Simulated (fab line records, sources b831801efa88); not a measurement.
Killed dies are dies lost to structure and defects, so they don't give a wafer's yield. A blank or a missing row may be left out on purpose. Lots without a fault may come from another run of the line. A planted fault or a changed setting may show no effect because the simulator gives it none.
Which tool did it? | flow gf180mcu | 6 lots, 18 wafers sampled, at 4 steps of a route of 602

WHAT THE GAUGES READ, wafer by wafer
GF_M2_OVL_MEAS_15.
lot  | measured     | on         | M2_OVL (nm)
L179 | day 19 13:40 | overlay-02 | -11 1 -5
L184 | day 21 13:05 | overlay-02 | 3 10 6
L188 | day 23 00:11 | overlay-01 | 3 4 5
L190 | day 23 18:05 | overlay-01 | 3 3 4
L196 | day 25 19:02 | overlay-02 | -1 7 -3
L200 | day 26 20:11 | overlay-02 | -3 0 3

WHICH TOOL RAN EACH LOT (tool, then ch and the chambers of the sampled wafers, then the start)
lot  | GF_M1_DEVELOP_13                  | GF_V1_ETCH_17                                 | GF_M2_SPUTTER_03
L179 | litho_track-02 ch 0, day 17 09:33 | rie_diel-04 ch 0,1,2, day 18 13:21 or earlier | pvd_sputter-02, day 18 13:21
L184 | litho_track-02 ch 0, day 19 09:39 | rie_diel-04 ch 2,3, day 20 13:10 or earlier   | pvd_sputter-04, day 20 13:10
L188 | litho_track-03 ch 0, day 20 21:53 | rie_diel-02 ch 0,1,3, day 22 01:03 or earlier | pvd_sputter-04, day 22 01:03
L190 | litho_track-02 ch 0, day 21 16:00 | rie_diel-03 ch 0,2,3, day 22 19:14 or earlier | pvd_sputter-04, day 22 19:14
L196 | litho_track-03 ch 0, day 23 19:45 | rie_diel-03 ch 2,3, day 24 21:10 or earlier   | pvd_sputter-02, day 24 21:10
L200 | litho_track-04 ch 0, day 24 22:29 | rie_diel-02 ch 0,1,2, day 25 23:38 or earlier | pvd_sputter-01, day 25 23:38
- GF_M1_DEVELOP_13: develop time 60 s.
- GF_V1_ETCH_17: etches SiO2 in C4F8/O2/Ar, stops on TiN, target depth 630 nm.
- GF_M2_SPUTTER_03: material Ti, target thk 10 nm, time 6.7 s.

THE ANSWER, worked out from the rows above alone
Rule: what is usual is taken from the lots themselves. Put in order of their means at a reading, lots are off if they are a third of the lots or fewer, leave a main group of 4 or more, and stand apart from it by a gap of 3 or more times the standard deviation of the main group's means; of several such gaps the widest counts. A main group whose means are all the same, to the digits that the tables above print for the reading, isn't used. A lot without any number at a reading at which 4 lots or more have one is off too. The other lots that the step has rows for count as sound.
No lot is off at any reading shown: from this, nothing can be told.

WHAT THE SIMULATOR HAD PUT IN
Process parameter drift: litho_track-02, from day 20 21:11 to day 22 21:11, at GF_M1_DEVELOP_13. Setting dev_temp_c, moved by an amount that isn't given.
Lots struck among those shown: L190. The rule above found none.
